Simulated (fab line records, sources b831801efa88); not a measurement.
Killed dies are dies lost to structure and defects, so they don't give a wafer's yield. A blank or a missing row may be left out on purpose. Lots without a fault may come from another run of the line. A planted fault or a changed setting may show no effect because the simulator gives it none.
Which tool did it? | flow sky130 | 14 lots, 42 wafers sampled, at 3 steps of a route of 708

WHAT THE GAUGES READ, wafer by wafer
SKY_CONTACT_RS_MEAS_25: measures by four-point-probe.
lot  | measured     | on            | CONTACT_W_RS (ohm/sq)
L393 | day 32 03:46 | film_metro-02 | 0.336 0.339 0.337
L394 | day 32 10:58 | film_metro-02 | 0.339 0.334 0.334
L395 | day 33 00:10 | film_metro-01 | 0.333 0.341 0.334
L396 | day 33 09:21 | film_metro-01 | 0.350 0.336 0.333
L398 | day 33 18:48 | film_metro-02 | 0.350 0.344 0.330
L397 | day 33 18:50 | film_metro-04 | 0.456 0.453 0.339
L399 | day 34 03:49 | film_metro-04 | 0.350 0.333 0.351
L403 | day 35 12:14 | film_metro-01 | 0.460 0.343 0.344
L406 | day 36 06:49 | film_metro-02 | 0.346 0.335 0.333
L407 | day 37 05:30 | film_metro-01 | 0.334 0.344 0.346
L408 | day 37 07:44 | film_metro-01 | 0.345 0.336 0.342
L409 | day 37 08:44 | film_metro-02 | 0.334 0.347 0.338
L410 | day 37 17:56 | film_metro-02 | 0.332 0.343 0.346
L412 | day 38 07:20 | film_metro-01 | 0.342 0.332 0.345

SKY_CONTACT_THK_MEAS_26: measures by xrf.
lot  | measured     | on            | CONTACT_W_THK (nm)
L393 | day 32 03:52 | film_metro-02 | 336 336 336
L394 | day 32 11:04 | film_metro-02 | 334 341 340
L395 | day 33 00:16 | film_metro-01 | 350 338 342
L396 | day 33 09:28 | film_metro-01 | 331 346 349
L398 | day 33 18:53 | film_metro-02 | 328 333 346
L397 | day 33 18:57 | film_metro-04 | 272 275 333
L399 | day 34 03:56 | film_metro-04 | 322 337 322
L403 | day 35 12:21 | film_metro-01 | 277 341 336
L406 | day 36 06:56 | film_metro-02 | 331 341 342
L407 | day 37 05:37 | film_metro-01 | 342 337 334
L408 | day 37 07:50 | film_metro-01 | 332 341 338
L409 | day 37 08:51 | film_metro-02 | 337 325 334
L410 | day 37 18:04 | film_metro-02 | 340 328 326
L412 | day 38 07:27 | film_metro-01 | 332 342 330

WHICH TOOL RAN EACH LOT (tool, then ch and the chambers of the sampled wafers, then the start)
lot  | SKY_CONTACT_CVD_24
L393 | cvd_w-01 ch 0,1, day 32 03:38
L394 | cvd_w-01 ch 0,1, day 32 10:50
L395 | cvd_w-01 ch 0,1, day 33 00:02
L396 | cvd_w-02 ch 0,1, day 33 09:14
L398 | cvd_w-02 ch 0,1, day 33 18:40
L397 | cvd_w-01 ch 0,1, day 33 18:43
L399 | cvd_w-02 ch 0,1, day 34 03:43
L403 | cvd_w-01 ch 0,1, day 35 12:07
L406 | cvd_w-02 ch 0,1, day 36 06:42
L407 | cvd_w-02 ch 0,1, day 37 05:23
L408 | cvd_w-02 ch 0,1, day 37 07:36
L409 | cvd_w-02 ch 0,1, day 37 08:37
L410 | cvd_w-02 ch 0,1, day 37 17:50
L412 | cvd_w-02 ch 0,1, day 38 07:13
- SKY_CONTACT_CVD_24: deposits W, target thk 340 nm, time 102.12 s.

WHAT THE TOOLS THEMSELVES READ (means of the sampled wafers that have a number; where no wafer has one, the mark that the record gives instead)
SKY_CONTACT_CVD_24.
lot  | tool     | heater_power_w (W) | susceptor_temp_C (C)
L393 | cvd_w-01 | 775                | 399.72
L394 | cvd_w-01 | 773                | 400.17
L395 | cvd_w-01 | 815                | 399.93
L396 | cvd_w-02 | 822                | 399.79
L398 | cvd_w-02 | 795                | 399.92
L397 | cvd_w-01 | 812                | 400.05
L399 | cvd_w-02 | 807                | 399.96
L403 | cvd_w-01 | 779                | 400.01
L406 | cvd_w-02 | 818                | 400.33
L407 | cvd_w-02 | 812                | 400.34
L408 | cvd_w-02 | 803                | 399.96
L409 | cvd_w-02 | 824                | 399.98
L410 | cvd_w-02 | 807                | 400.02
L412 | cvd_w-02 | 811                | 400.03

THE ANSWER, worked out from the rows above alone
Rule: what is usual is taken from the lots themselves. Put in order of their means at a reading, lots are off if they are a third of the lots or fewer, leave a main group of 4 or more, and stand apart from it by a gap of 3 or more times the standard deviation of the main group's means; of several such gaps the widest counts. A main group whose means are all the same, to the digits that the tables above print for the reading, isn't used. A lot without any number at a reading at which 4 lots or more have one is off too. The other lots that the step has rows for count as sound. The gauges are gone through in route order, then the tools' own readings, and for those a lot's mean is taken as printed above. The first step at which some lot is off is used, and at that step the reading that is off furthest; a lot without a number counts as furthest.
Off: L397, L403, at SKY_CONTACT_RS_MEAS_25 (CONTACT_W_RS). The main group: mean 0.340 ohm/sq, standard deviation 0.0024.
A tool fits if, at a process step before that reading, it ran every lot that is off, and no sound lot after the first of them. The gauges at SKY_CONTACT_RS_MEAS_25 are tried like those tools. One fits: cvd_w-01 at SKY_CONTACT_CVD_24. Its last sound lot is L395 (day 33 00:02), its first lot that is off L397 (day 33 18:43): a fault that began between those two fits.

WHAT THE SIMULATOR HAD PUT IN
Site profile drift: cvd_w-01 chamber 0, from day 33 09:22 on, at SKY_CONTACT_CVD_24. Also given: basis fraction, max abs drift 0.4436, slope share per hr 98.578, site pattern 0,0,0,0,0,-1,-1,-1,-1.
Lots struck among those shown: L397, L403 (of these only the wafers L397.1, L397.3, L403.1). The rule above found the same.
